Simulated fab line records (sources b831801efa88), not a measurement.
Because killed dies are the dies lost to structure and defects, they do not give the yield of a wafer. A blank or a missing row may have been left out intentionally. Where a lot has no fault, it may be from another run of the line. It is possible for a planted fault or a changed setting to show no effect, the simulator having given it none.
Matching of chambers || flow sky130 || cmp-01 running SKY_VIA2_CMP_02: 4 sister chambers
The step polishes SiO2. 4 wafers are shown with their chamber, then 6 later ones without.

== EACH WAFER AND ITS CHAMBER ==
{"wafer": "L204.5", "chamber": 3, "motorCurrentA (A)": 13.4}
{"wafer": "L204.6", "chamber": 2, "motorCurrentA (A)": 13.5}
{"wafer": "L206.1", "chamber": 0, "motorCurrentA (A)": 12.0}
{"wafer": "L206.3", "chamber": 1, "motorCurrentA (A)": 12.9}

== WAFERS WITH NO CHAMBER GIVEN ==
{"wafer": "L206.4", "motorCurrentA (A)": 12.4}
{"wafer": "L215.5", "motorCurrentA (A)": 11.7}
{"wafer": "L215.6", "motorCurrentA (A)": 12.4}
{"wafer": "L217.2", "motorCurrentA (A)": 12.9}
{"wafer": "L217.4", "motorCurrentA (A)": 13.3}
{"wafer": "L217.5", "motorCurrentA (A)": 11.9}

== WHICH CHAMBER EACH WENT THROUGH ==
{"wafer": "L206.4", "from the rows above": "can't be placed: 0 or 1", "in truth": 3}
{"wafer": "L215.5", "from the rows above": 0, "in truth": 0}
{"wafer": "L215.6", "from the rows above": "can't be placed: 0 or 1", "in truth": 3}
{"wafer": "L217.2", "from the rows above": "can't be placed: 1 or 3", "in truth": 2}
{"wafer": "L217.4", "from the rows above": "can't be placed: 3 or 2 or 1", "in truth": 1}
{"wafer": "L217.5", "from the rows above": 0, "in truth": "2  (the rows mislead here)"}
1 of 6 placed correctly. Unplaceable from these rows: 4, with the true chamber sitting among the candidates in 1. 1 placed wrongly.
How it was worked out, from the rows above alone: a wafer's distance from a chamber is the root of the sum, over the readings, of the square of ((its reading less the chamber's mean) divided by the reading's scatter). If the next closest chamber is less than 2 further off than the closest, the wafer can't be placed; otherwise it belongs to the closest. For every chamber, the mean is computed from those of its wafers that are shown. The scatter: with one shown wafer a chamber, the root of the mean of the squares of how far each hidden wafer lies from its nearest shown one.
